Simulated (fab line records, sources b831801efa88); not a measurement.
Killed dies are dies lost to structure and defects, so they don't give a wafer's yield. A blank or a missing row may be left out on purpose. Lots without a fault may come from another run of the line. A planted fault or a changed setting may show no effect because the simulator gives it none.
Which tool did it? | flow sky130 | 10 lots, 28 wafers sampled, at 3 steps of a route of 708

WHAT THE GAUGES READ, wafer by wafer
SKY_VIA4_BOW_MEAS_03.
lot  | measured     | on            | VIA4_BOW (um)
L104 | day 43 05:58 | film_metro-01 | 80 81 85
L107 | day 43 08:41 | film_metro-03 | 81 77 71
L105 | day 43 12:49 | film_metro-01 | 88 82 81
L103 | day 43 13:10 | film_metro-04 | 79 82 93
L106 | day 43 16:04 | film_metro-01 | 76 82 73
L109 | day 43 19:21 | film_metro-03 | 79 89 92
L108 | day 43 23:28 | film_metro-03 | 64 72 88
L113 | day 45 00:06 | film_metro-03 | 73
L118 | day 46 01:18 | film_metro-03 | 92 88 88
L126 | day 48 04:40 | film_metro-03 | 92 82 75

SKY_PASSIVATION_THK_MEAS_03.
lot  | measured     | on            | PASSIVATION_CVD_02_THK (nm)
L104 | day 45 04:04 | film_metro-02 | 537 548 537
L107 | day 45 06:04 | film_metro-02 | 528 528 542
L105 | day 45 10:01 | film_metro-04 | 537 534 553
L103 | day 45 11:26 | film_metro-04 | 544 542 552
L106 | day 45 14:19 | film_metro-01 | 539 533 538
L109 | day 45 17:11 | film_metro-01 | 543 551 549
L108 | day 45 21:11 | film_metro-02 | 548 541 546
L113 | day 46 21:08 | film_metro-04 | 541
L118 | day 47 21:46 | film_metro-02 | 530 532 537
L126 | day 49 19:11 | film_metro-02 | 533 532 540

WHICH TOOL RAN EACH LOT (tool, then ch and the chambers of the sampled wafers, then the start)
lot  | SKY_VIA2_HDPCVD_00
L104 | hdpcvd-02 ch 0,1,2, day 36 19:44
L107 | hdpcvd-02 ch 0,1,2, day 36 21:16
L105 | hdpcvd-02 ch 0,1,2, day 37 02:20
L103 | hdpcvd-01 ch 0,1, day 37 02:59
L106 | hdpcvd-02 ch 0,1, day 37 05:23
L109 | hdpcvd-02 ch 1,2, day 37 12:21
L108 | hdpcvd-02 ch 0,1,2, day 37 15:27
L113 | hdpcvd-02 ch 2, day 38 19:26
L118 | hdpcvd-01 ch 0,1,2, day 40 01:40
L126 | hdpcvd-01 ch 0,1,2, day 42 07:23
- SKY_VIA2_HDPCVD_00: deposits SiO2, target thk 1180 nm, time 196.7 s.

WHAT THE TOOLS THEMSELVES READ (means of the sampled wafers that have a number; where no wafer has one, the mark that the record gives instead)
The record holds no such reading with a usual standard deviation.

THE ANSWER, worked out from the rows above alone
Rule: what is usual is taken from the lots themselves. Put in order of their means at a reading, lots are off if they are a third of the lots or fewer, leave a main group of 4 or more, and stand apart from it by a gap of 3 or more times the standard deviation of the main group's means; of several such gaps the widest counts. A main group whose means are all the same, to the digits that the tables above print for the reading, isn't used. A lot without any number at a reading at which 4 lots or more have one is off too. The other lots that the step has rows for count as sound. The gauges are gone through in route order, then the tools' own readings, and for those a lot's mean is taken as printed above. The first step at which some lot is off is used, and at that step the reading that is off furthest; a lot without a number counts as furthest.
No lot is off at any reading shown: from this, nothing can be told.

WHAT THE SIMULATOR HAD PUT IN
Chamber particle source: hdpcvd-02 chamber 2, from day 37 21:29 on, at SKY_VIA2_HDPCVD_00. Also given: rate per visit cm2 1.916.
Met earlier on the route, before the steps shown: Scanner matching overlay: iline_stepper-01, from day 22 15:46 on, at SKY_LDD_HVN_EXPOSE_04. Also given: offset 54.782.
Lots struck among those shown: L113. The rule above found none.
